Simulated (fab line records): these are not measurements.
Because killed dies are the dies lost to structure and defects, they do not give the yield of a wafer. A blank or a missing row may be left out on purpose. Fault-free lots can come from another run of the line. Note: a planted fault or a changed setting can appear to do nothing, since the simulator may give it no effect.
The tool behind it: which one? -- flow gf180mcu -- 42 wafers from 14 lots sampled at 6 of the route's 602 steps

WHAT THE GAUGES SHOWED, per wafer
GF_VT_IMPLANT_OVL_MEAS_07.
lot,measured,on,VT_IMPLANT_OVL (nm)
L498,day 5 13:43,overlay-02,-1.0 0.6 1.6
L499,day 5 18:22,overlay-02,-1.1 1.2 -1.0
L500,day 6 03:25,overlay-01,-1.9 -0.8 -0.6
L501,day 6 08:52,overlay-01,-0.8 -2.3 -2.0
L502,day 6 14:19,overlay-01,1.4 -0.2 0.3
L504,day 7 01:26,overlay-02,0.7 0.0 1.9
L505,day 7 06:53,overlay-01,1.6 2.3 2.1
L506,day 7 22:49,overlay-01,0.2 0.8 0.3
L508,day 8 13:56,overlay-01,0.2 0.9 0.2
L509,day 8 21:28,overlay-02,-1.5 -0.3 -2.1
L511,day 9 06:43,overlay-02,-1.7 -1.8 -0.4
L512,day 9 11:05,overlay-01,-3.2 -1.9 0.5
L513,day 9 13:01,overlay-02,-1.3 -1.3 0.4
L514,day 9 19:02,overlay-01,-4.6 -2.4 -2.9

GF_VT_IMPLANT_TW_MEAS_10.
lot,measured,on,VT_IMPLANT_TW
L498,day 5 14:01,film-metro-01,564.2 563.5 562.8
L499,day 5 18:40,film-metro-03,567.6 568.4 569.6
L500,day 6 03:42,film-metro-01,564.1 560.2 564.1
L501,day 6 09:13,film-metro-03,563.6 563.1 562.7
L502,day 6 14:37,film-metro-02,566.9 566.0 563.3
L504,day 7 01:44,film-metro-02,564.1 568.0 564.0
L505,day 7 07:11,film-metro-01,559.2 562.0 561.0
L506,day 7 23:07,film-metro-02,566.3 567.5 567.2
L508,day 8 14:13,film-metro-01,561.7 564.1 561.2
L509,day 8 21:45,film-metro-02,567.9 568.4 564.7
L511,day 9 07:01,film-metro-03,571.4 571.0 569.2
L512,day 9 11:22,film-metro-02,563.7 564.9 565.1
L513,day 9 13:19,film-metro-02,30.1 30.2 30.1
L514,day 9 19:19,film-metro-01,29.8 30.0 29.7

GF_VT_IMPLANT_TW_MEAS_32.
lot,measured,on,VT_IMPLANT_3_TW
L498,day 6 20:28,film-metro-02,270.8 268.8 269.7
L499,day 7 00:22,film-metro-01,268.0 268.0 267.9
L500,day 7 10:00,film-metro-02,269.2 267.3 268.9
L501,day 7 16:01,film-metro-01,269.4 267.9 267.1
L502,day 7 21:43,film-metro-01,267.9 266.4 267.0
L504,day 8 10:11,film-metro-01,268.1 268.0 266.6
L505,day 8 15:50,film-metro-01,268.2 266.2 268.0
L506,day 9 09:34,film-metro-03,271.3 272.1 272.6
L508,day 10 01:31,film-metro-02,269.9 269.4 271.0
L509,day 10 08:31,film-metro-02,270.6 269.8 270.5
L511,day 10 18:55,film-metro-01,267.4 266.1 266.7
L512,day 10 22:40,film-metro-01,267.4 268.0 268.3
L513,day 11 00:58,film-metro-03,269.3 270.5 269.6
L514,day 11 08:13,film-metro-02,269.8 269.2 269.3

TOOL THAT RAN EACH LOT (tool first, then ch and the chambers of the sampled wafers, then the start)
lot,GF_DNWELL_STRIP_08,GF_MVPSD_STRIP_10,GF_VT_IMPLANT_STRIP_09
L498,"plasma-asher-03 ch 0,1, day 2 18:15","plasma-asher-03 ch 0,1, day 4 23:35","plasma-asher-03 ch 0,1, day 5 13:54"
L499,"plasma-asher-01 ch 0,1, day 3 00:10","plasma-asher-02 ch 0,1, day 5 04:26","plasma-asher-03 ch 0,1, day 5 18:34"
L500,"plasma-asher-02 ch 0,1, day 3 07:15","plasma-asher-03 ch 0, day 5 13:19","plasma-asher-01 ch 1, day 6 03:36"
L501,"plasma-asher-02 ch 1, day 3 10:52","plasma-asher-02 ch 0,1, day 5 17:43","plasma-asher-03 ch 0,1, day 6 09:04"
L502,"plasma-asher-01 ch 0,1, day 3 16:42","plasma-asher-02 ch 0,1, day 5 23:52","plasma-asher-03 ch 0,1, day 6 14:30"
L504,"plasma-asher-01 ch 0,1, day 4 02:10","plasma-asher-01 ch 0,1, day 6 10:38","plasma-asher-03 ch 0,1, day 7 01:38"
L505,"plasma-asher-02 ch 0,1, day 4 07:01","plasma-asher-02 ch 0,1, day 6 15:41","plasma-asher-01 ch 0,1, day 7 07:05"
L506,"plasma-asher-02 ch 0,1, day 4 19:30","plasma-asher-03 ch 0, day 7 07:34","plasma-asher-03 ch 0,1, day 7 23:00"
L508,"plasma-asher-03 ch 0,1, day 5 06:34","plasma-asher-03 ch 0,1, day 7 21:23","plasma-asher-03 ch 0,1, day 8 14:07"
L509,"plasma-asher-03 ch 1, day 5 13:34","plasma-asher-01 ch 0, day 8 04:53","plasma-asher-03 ch 0,1, day 8 21:39"
L511,"plasma-asher-02 ch 0,1, day 5 21:04","plasma-asher-02 ch 1, day 8 13:38","plasma-asher-01 ch 1, day 9 06:55"
L512,"plasma-asher-02 ch 0,1, day 6 02:45","plasma-asher-01 ch 0,1, day 8 17:49","plasma-asher-01 ch 1, day 9 11:16"
L513,"plasma-asher-03 ch 0,1, day 6 04:22","plasma-asher-03 ch 0,1, day 8 20:46","plasma-asher-01 ch 0,1, day 9 13:13"
L514,"plasma-asher-02 ch 0,1, day 6 09:22","plasma-asher-03 ch 0,1, day 9 01:43","plasma-asher-01 ch 0,1, day 9 19:13"
- GF_DNWELL_STRIP_08: strips in O2/N2.
- GF_MVPSD_STRIP_10: strips in O2/N2.
- GF_VT_IMPLANT_STRIP_09: strips in O2/N2.

AS READ BY THE TOOLS THEMSELVES (means over the sampled wafers that have a number; for cases with no such wafer, the mark the record gives instead)
GF_DNWELL_STRIP_08.
lot,tool,chamber-pressure-mTorr (mTorr),drypump-motor-current-A (A),heater-power-w (W),oes-product-au (a.u.),strip-time-to-endpoint-s (s)
L498,plasma-asher-03,1499.1,4.8,345,0.720,36.84
L499,plasma-asher-01,1500.8,5.3,349,0.725,37.10
L500,plasma-asher-02,1499.8,5.8,330,0.727,36.98
L501,plasma-asher-02,1499.5,5.4,333,0.723,36.92
L502,plasma-asher-01,1500.2,5.3,342,0.725,37.00
L504,plasma-asher-01,1500.8,5.3,344,0.720,37.07
L505,plasma-asher-02,1499.8,6.3,336,0.723,36.86
L506,plasma-asher-02,1501.3,5.8,331,0.728,37.18
L508,plasma-asher-03,1500.1,4.8,345,0.723,36.83
L509,plasma-asher-03,1499.9,4.9,325,0.721,36.88
L511,plasma-asher-02,1501.2,5.9,335,0.725,36.99
L512,plasma-asher-02,1501.1,6.3,335,0.721,36.97
L513,plasma-asher-03,1500.3,4.8,346,0.719,37.11
L514,plasma-asher-02,1499.2,5.8,333,0.724,37.02

GF_MVPSD_STRIP_10.
lot,tool,chamber-pressure-mTorr (mTorr),drypump-motor-current-A (A),heater-power-w (W),oes-product-au (a.u.),strip-time-to-endpoint-s (s)
L498,plasma-asher-03,1500.8,4.8,346,0.720,36.81
L499,plasma-asher-02,1500.3,5.8,332,0.725,36.89
L500,plasma-asher-03,1500.0,4.7,355,0.720,37.05
L501,plasma-asher-02,1499.7,6.3,335,0.722,37.10
L502,plasma-asher-02,1501.5,6.3,336,0.724,36.86
L504,plasma-asher-01,1499.3,5.3,361,0.726,36.97
L505,plasma-asher-02,1500.7,6.3,329,0.720,37.14
L506,plasma-asher-03,1498.3,4.7,353,0.718,36.89
L508,plasma-asher-03,1499.8,4.9,333,0.723,36.96
L509,plasma-asher-01,1500.0,5.2,319,0.722,36.91
L511,plasma-asher-02,1500.9,5.4,329,0.720,36.92
L512,plasma-asher-01,1499.9,5.3,338,0.722,36.86
L513,plasma-asher-03,-,-,-,-,-
L514,plasma-asher-03,-,-,-,-,-

GF_VT_IMPLANT_STRIP_09.
lot,tool,chamber-pressure-mTorr (mTorr),drypump-motor-current-A (A),heater-power-w (W),oes-product-au (a.u.),strip-time-to-endpoint-s (s)
L498,plasma-asher-03,1498.7,4.8,336,0.711,12.61
L499,plasma-asher-03,1498.6,4.8,344,0.717,12.62
L500,plasma-asher-01,1500.1,5.4,372,0.719,12.60
L501,plasma-asher-03,1498.9,4.8,335,0.717,12.61
L502,plasma-asher-03,1500.7,4.8,343,0.714,12.66
L504,plasma-asher-03,1501.2,4.9,332,0.717,12.62
L505,plasma-asher-01,1500.0,5.3,342,0.715,12.61
L506,plasma-asher-03,1501.4,4.9,335,0.718,12.63
L508,plasma-asher-03,1501.3,4.8,338,0.710,12.69
L509,plasma-asher-03,1499.4,4.9,333,0.717,12.61
L511,plasma-asher-01,1499.1,5.4,372,0.718,12.59
L512,plasma-asher-01,1500.4,5.3,366,0.717,12.63
L513,plasma-asher-01,1500.4,5.3,352,0.728,57.16
L514,plasma-asher-01,1500.2,5.3,341,0.727,57.19

THE ANSWER, worked out from the rows above alone
Rule: the lots themselves supply what counts as usual. Put in order of their means at a reading, lots are off if they are a third of the lots or fewer, leave a main group of 4 or more, and stand apart from it by a gap of 3 or more times the standard deviation of the main group's means; of several such gaps the widest counts. The tables above print the reading to a certain number of digits; a main group whose means all agree to those digits is not used. A lot without any number at a reading at which 4 lots or more have one is off too. Any other lot the step has rows for is counted as sound. The gauges are gone through in route order, then the tools' own readings, and for those a lot's mean is taken as printed above. The first step at which some lot is off is used, and at that step the reading that is off furthest; a lot without a number counts as furthest.
Off: at GF_VT_IMPLANT_TW_MEAS_10 (VT_IMPLANT_TW), L513, L514. For the main group the mean is 565.1 and the standard deviation 2.7.
If a tool, at a process step before that reading, ran all the lots that are off and no sound lot after the first of them, it fits. The gauges at GF_VT_IMPLANT_TW_MEAS_10 aren't tried: what is off there is off at GF_MVPSD_STRIP_10 too, on other tools, and a gauge's error can't cause that. This does not decide it: 2 tools fit, namely plasma-asher-03 at GF_MVPSD_STRIP_10 and plasma-asher-01 at GF_VT_IMPLANT_STRIP_09.

WHAT THE SIMULATOR HAD INSERTED
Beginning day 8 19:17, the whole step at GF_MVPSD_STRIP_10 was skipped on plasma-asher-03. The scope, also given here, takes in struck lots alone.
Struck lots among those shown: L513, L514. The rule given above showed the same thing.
